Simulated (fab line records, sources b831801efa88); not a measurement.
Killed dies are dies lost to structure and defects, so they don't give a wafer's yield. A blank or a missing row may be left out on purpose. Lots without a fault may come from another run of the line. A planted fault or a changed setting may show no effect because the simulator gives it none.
A struck lot beside a sound one | flow sky130 | 17 steps out of a route of 708
Sound: wafers L888.2, L888.3, L888.6. Struck: wafers L891.2, L891.3, L891.5. The cause comes at the end.
At each step with rows: each side's tool, then ch and its chambers, then its first start. Under that, the readings that differ: sound wafers | struck wafers | difference of the means | sigmas: that difference in standard deviations of wafers without a fault.
alike: readings whose means differ by less than 2 such deviations, and words and numbers that are the same on both sides. not compared: withheld readings, readings that some wafer has no value for, bounds like >300 that may hide the same value, and numbers for which the record gives no deviation and whose values overlap.
The two part at a step that has a row with sigmas, a row that says differs or no value, or rows on one side only. Numbers that don't overlap but have no deviation are shown without sigmas and don't part them. A reading that every wafer of one side lacks parts them only if that side has two wafers or more.

first, 2 steps without rows for these wafers: SKY_NWELL_IMPLANT_12; SKY_NWELL_IMPLANT_13.
SKY_NWELL_STRIP_14: strips in O2/N2.
  sound on plasma_asher-04 ch 0,1, day 5 20:49; struck on plasma_asher-01 ch 0,1, day 6 10:55
  reading                     | sound       | struck      | difference | sigmas
  drypump_motor_current_A (A) | 6.3 6.3 6.5 | 5.6 5.1 5.1 | -1.1       | -2
  alike: oes_product_au, strip_time_to_endpoint_s
  not compared: rf_hours_counter_h
SKY_NWELL_TW_MEAS_15:
  sound on film_metro-01, day 5 20:56; struck on film_metro-04, day 6 11:02
  alike: NWELL_TW
then, 7 steps without rows for these wafers: SKY_NWELL_DEHYDRATE_16 (time 60 s); SKY_NWELL_HMDS_17 (prime time 60 s); SKY_NWELL_COAT_18 (resist thk 3000 nm); SKY_NWELL_SOFTBAKE_19; SKY_NWELL_EXPOSE_20 (exposes mask NWM COMPLEMENT, target cd 840 nm); SKY_NWELL_PEB_21; SKY_NWELL_DEVELOP_22 (develop time 60 s).
SKY_NWELL_OVL_MEAS_23:
  sound on overlay-02, day 6 16:26; struck on overlay-02, day 7 07:17
  alike: NWELL_01_OVL
SKY_NWELL_IMPLANT_24:
  sound on implanter-02 ch 0, day 6 16:30; struck on implanter-01 ch 0, day 7 07:20
  reading            | sound                         | struck                           | difference  | sigmas
  dose_ions_cm2      | 9.207e+12 9.209e+12 9.205e+12 | 5.5869e+13 5.5864e+13 5.5863e+13 | +4.6658e+13 | +99 or more
  faraday_current_uA | 52.0 52.3 53.5                | 305.0 318.8 314.8                | +260.3      | +99 or more
  alike: beam_energy_keV, beam_on_s
SKY_NWELL_STRIP_25: strips in O2/N2.
  sound on plasma_asher-01 ch 0,1, day 6 16:37; struck on plasma_asher-01 ch 0,1, day 7 07:28
  alike: drypump_motor_current_A, oes_product_au, strip_time_to_endpoint_s
  not compared: rf_hours_counter_h
SKY_NWELL_TW_MEAS_26:
  sound on film_metro-04, day 6 16:44; struck on film_metro-01, day 7 07:34
  reading    | sound       | struck      | difference | sigmas
  NWELL_2_TW | 498 505 502 | 865 861 867 | +363       | +52
then, 1 step without rows for these wafers: SKY_NWELL_CLEAN_27 (cleans in SC1/SC2, time 150 s).
-- the record jumps here: 41 days lie between the struck wafers' starts before and after (it left off in module NWELL and takes up again in module PAD_OPEN, whose first step shown is number 708 of the route) --
SKY_PAD_OPEN_PROBE_99:
  sound on prober-01, day 47 15:27; struck on prober-02, day 48 08:59
  reading                                    | sound                         | struck                        | difference | sigmas
  model.etest.pfet_16v.r_on_ohm_um           | 1.507e+04 1.558e+04 1.5e+04   | 8145 8260 8132                | -7038      |
  model.etest.nfet_16v.r_on_ohm_um           | 1.383e+04 1.405e+04 1.383e+04 | 1.989e+04 2.001e+04 1.989e+04 | +6.027e+03 |
  model.etest.res_iso_pwell.rs_ohm_sq        | 2987 3276 3005                | 912.7 964.8 922.7             | -2155.9    |
  model.etest.res_pwell_under_gate.rs_ohm_sq | 2274 2288 2270                | 702.2 704.8 706.7             | -1572.8    |
  model.etest.res_iso_pwell.line_ohm_um      | 1148 1223 1148                | 331.6 349.9 336.7             | -833.6     |
  model.etest.tip_n_5v.rs_ohm_sq             | 1420 1411 1416                | 1756 1751 1759                | +340       |
  model.etest.res_nwell.line_ohm_um          | 1199 1244 1198                | 1414 1429 1404                | +202       |
  model.etest.tip_sonos.rs_ohm_sq            | 2580 2604 2581                | 2889 2854 2830                | +269       |
  alike: killed_at_M0_to_M3, killed_at_M4_up, killed_at_contacts, killed_at_front_end, killed_at_other, killed_dies, killed_open, killed_short

WHERE THEY PART
First at SKY_NWELL_STRIP_14; last, within this record, at SKY_NWELL_TW_MEAS_26. Later steps at which nothing parts them and some readings are alike: SKY_PAD_OPEN_PROBE_99.

WHY: what the simulator had put in
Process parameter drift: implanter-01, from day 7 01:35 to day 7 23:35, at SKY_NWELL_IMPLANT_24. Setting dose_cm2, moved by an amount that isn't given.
